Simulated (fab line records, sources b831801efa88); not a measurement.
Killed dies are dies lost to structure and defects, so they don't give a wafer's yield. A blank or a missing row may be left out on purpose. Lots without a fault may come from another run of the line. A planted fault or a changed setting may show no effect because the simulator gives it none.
Which tool did it? | flow sky130 | 6 lots, 18 wafers sampled, at 1 step of a route of 708

WHAT THE GAUGES READ, wafer by wafer
SKY_VT_ADJUST_LVTN_OVL_MEAS_18.
lot  | measured     | on         | VT_ADJUST_LVTN_01_OVL (nm)
L479 | day 7 23:56  | overlay-02 | 1.5 -0.9 0.6
L481 | day 8 14:22  | overlay-02 | 0.2 2.0 -0.7
L490 | day 11 04:47 | overlay-02 | 1.6 0.8 0.7
L494 | day 12 11:16 | overlay-01 | -2.5 -0.7 -2.5
L496 | day 12 21:34 | overlay-02 | -3.2 -1.3 -1.8
L501 | day 14 06:32 | overlay-02 | -3.0 -3.6 -4.4

WHICH TOOL RAN EACH LOT (tool, then ch and the chambers of the sampled wafers, then the start)
The record holds no process step before these readings.

THE ANSWER, worked out from the rows above alone
Rule: what is usual is taken from the lots themselves. Put in order of their means at a reading, lots are off if they are a third of the lots or fewer, leave a main group of 4 or more, and stand apart from it by a gap of 3 or more times the standard deviation of the main group's means; of several such gaps the widest counts. A main group whose means are all the same, to the digits that the tables above print for the reading, isn't used. A lot without any number at a reading at which 4 lots or more have one is off too. The other lots that the step has rows for count as sound.
No lot is off at any reading shown: from this, nothing can be told.

WHAT THE SIMULATOR HAD PUT IN
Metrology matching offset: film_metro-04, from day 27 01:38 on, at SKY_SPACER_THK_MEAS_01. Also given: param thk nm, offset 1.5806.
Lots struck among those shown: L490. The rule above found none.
